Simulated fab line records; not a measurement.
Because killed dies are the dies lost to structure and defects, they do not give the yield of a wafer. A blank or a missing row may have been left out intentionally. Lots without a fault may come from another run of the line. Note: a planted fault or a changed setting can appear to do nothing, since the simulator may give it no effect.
What tool caused it? + flow gf180mcu + 13 lots, 39 wafers sampled, at 4 steps of a route of 602

== WHAT THE GAUGES READ, wafer by wafer ==
GF_TOP_METAL_OVL_MEAS_15.
| lot  | measured     | on         | TOP_METAL_OVL (nm) |
|------|--------------|------------|--------------------|
| L670 | day 27 22:23 | overlay-02 | 0.6 2.1 0.7        |
| L672 | day 28 20:51 | overlay-01 | -1.1 -0.8 -1.3     |
| L674 | day 29 04:09 | overlay-02 | -2.8 -1.8 -1.4     |
| L675 | day 29 18:47 | overlay-01 | -1.9 -1.9 -0.7     |
| L676 | day 29 22:47 | overlay-02 | 0.1 -0.1 0.5       |
| L677 | day 30 13:38 | overlay-01 | -2.7 -3.5 -1.3     |
| L681 | day 31 22:35 | overlay-02 | -0.7 -0.1 -0.6     |
| L683 | day 32 07:35 | overlay-02 | 0.8 0.7 2.1        |
| L685 | day 32 20:32 | overlay-02 | -3.3 -2.6 -0.9     |
| L684 | day 33 00:35 | overlay-02 | 0.3 0.1 -1.2       |
| L687 | day 33 08:20 | overlay-01 | 0.6 -0.5 -0.8      |
| L691 | day 33 22:59 | overlay-02 | 1.6 -0.7 1.7       |
| L692 | day 34 13:11 | overlay-01 | -0.4 0.2 0.0       |

GF_PASSIVATION_BOW_MEAS_14.
| lot  | measured     | on            | PASSIVATION_BOW (um) |
|------|--------------|---------------|----------------------|
| L670 | day 28 20:15 | film-metro-01 | 145 150 155          |
| L672 | day 29 18:24 | film-metro-01 | 129 143 136          |
| L674 | day 30 01:50 | film-metro-04 | 126 123 127          |
| L675 | day 30 16:24 | film-metro-04 | 153 152 142          |
| L676 | day 30 19:42 | film-metro-03 | 139 131 140          |
| L677 | day 31 10:22 | film-metro-03 | 145 131 140          |
| L681 | day 32 19:00 | film-metro-01 | 123 133 126          |
| L683 | day 33 03:18 | film-metro-03 | 143 138 147          |
| L685 | day 33 15:44 | film-metro-03 | 135 116 132          |
| L684 | day 33 19:18 | film-metro-03 | 149 147 140          |
| L687 | day 34 02:54 | film-metro-01 | 109 117 104          |
| L691 | day 34 17:06 | film-metro-03 | 140 135 135          |
| L692 | day 35 06:35 | film-metro-04 | 121 139 136          |

== WHAT TOOL EACH LOT RAN ON (gives the tool, then ch and the chambers of the sampled wafers, and finally the start) ==
| lot  | GF_V2_CVD_02                    | GF_V5_CVD_23                  |
|------|---------------------------------|-------------------------------|
| L670 | pecvd-01 ch 0,2, day 19 00:37   | cvd-w-01 ch 0,1, day 27 01:54 |
| L672 | pecvd-04 ch 0,2, day 20 03:26   | cvd-w-01 ch 0,1, day 28 00:47 |
| L674 | pecvd-02 ch 0,1,2, day 20 14:10 | cvd-w-02 ch 0,1, day 28 08:28 |
| L675 | pecvd-02 ch 1,2, day 21 06:57   | cvd-w-02 ch 0,1, day 28 23:35 |
| L676 | pecvd-04 ch 0,1,2, day 21 12:53 | cvd-w-01 ch 0,1, day 29 02:59 |
| L677 | pecvd-01 ch 1,2, day 22 06:50   | cvd-w-02 ch 0,1, day 29 18:22 |
| L681 | pecvd-04 ch 0,2, day 24 03:02   | cvd-w-01 ch 0,1, day 31 05:00 |
| L683 | pecvd-04 ch 0,2, day 24 16:38   | cvd-w-01 ch 0, day 31 14:01   |
| L685 | pecvd-04 ch 0,2, day 25 07:17   | cvd-w-01 ch 0,1, day 32 02:57 |
| L684 | pecvd-01 ch 0,1,2, day 25 11:06 | cvd-w-02 ch 0,1, day 32 06:40 |
| L687 | pecvd-01 ch 0,1, day 25 23:52   | cvd-w-01 ch 0,1, day 32 15:06 |
| L691 | pecvd-02 ch 1,2, day 26 19:34   | cvd-w-01 ch 1, day 33 07:01   |
| L692 | pecvd-02 ch 0,1,2, day 27 10:37 | cvd-w-01 ch 0,1, day 33 21:14 |
- GF_V2_CVD_02: deposits SiO2 from TEOS, target thk 850 nm, time 94.851 s.
- GF_V5_CVD_23: deposits W, target thk 350 nm, time 104.9 s.

== WHAT THE TOOLS THEMSELVES READ (means of the sampled wafers that have a number; where no wafer has one, the mark that the record gives instead) ==
GF_V2_CVD_02.
| lot  | tool     | heater-power-w (W) | rf-fwd-power-W (W) | susceptor-temp-C (C) |
|------|----------|--------------------|--------------------|----------------------|
| L670 | pecvd-01 | 746                | 593.1              | 399.94               |
| L672 | pecvd-04 | 612                | 594.2              | 399.96               |
| L674 | pecvd-02 | 671                | 596.3              | 400.09               |
| L675 | pecvd-02 | 607                | 598.0              | 400.23               |
| L676 | pecvd-04 | 565                | 595.9              | 399.84               |
| L677 | pecvd-01 | 685                | 594.7              | 399.92               |
| L681 | pecvd-04 | 605                | 595.9              | 400.19               |
| L683 | pecvd-04 | 599                | 596.8              | 400.05               |
| L685 | pecvd-04 | 578                | 597.1              | 399.99               |
| L684 | pecvd-01 | 699                | 597.3              | 399.83               |
| L687 | pecvd-01 | 735                | 596.5              | 400.05               |
| L691 | pecvd-02 | 705                | 596.3              | 399.99               |
| L692 | pecvd-02 | 697                | 596.9              | 399.83               |

GF_V5_CVD_23.
| lot  | tool     | heater-power-w (W) | susceptor-temp-C (C) |
|------|----------|--------------------|----------------------|
| L670 | cvd-w-01 | 883                | 400.01               |
| L672 | cvd-w-01 | 897                | 400.08               |
| L674 | cvd-w-02 | 924                | 399.96               |
| L675 | cvd-w-02 | 877                | 399.94               |
| L676 | cvd-w-01 | 916                | 400.00               |
| L677 | cvd-w-02 | 922                | 399.89               |
| L681 | cvd-w-01 | 906                | 399.98               |
| L683 | cvd-w-01 | 878                | 399.92               |
| L685 | cvd-w-01 | 923                | 400.10               |
| L684 | cvd-w-02 | 914                | 400.22               |
| L687 | cvd-w-01 | 929                | 399.95               |
| L691 | cvd-w-01 | 954                | 399.87               |
| L692 | cvd-w-01 | 902                | 400.08               |

== THE ANSWER, worked out from the rows above alone ==
Rule: what is usual is taken from the lots themselves. The widest of any qualifying gaps counts: lots, ordered by their means at a reading, are off when they make up no more than a third of the lots, leave a main group of 4 or more, and stand apart from it by 3 or more times the standard deviation of that group's means. Not used: any main group whose means are identical at the precision the tables above print for the reading. Also off: a lot with no number at a reading for which 4 or more lots have one. Where the step has rows for the other lots, those lots are counted as sound. Order of review: gauges by route order, followed by the tools' own readings, for which a lot's mean as printed above is used. The first step at which some lot is off is used, and at that step the reading that is off furthest; a lot without a number counts as furthest.
No lot is off at any reading shown: from this, nothing can be told.

== WHAT THE SIMULATOR HAD PUT IN ==
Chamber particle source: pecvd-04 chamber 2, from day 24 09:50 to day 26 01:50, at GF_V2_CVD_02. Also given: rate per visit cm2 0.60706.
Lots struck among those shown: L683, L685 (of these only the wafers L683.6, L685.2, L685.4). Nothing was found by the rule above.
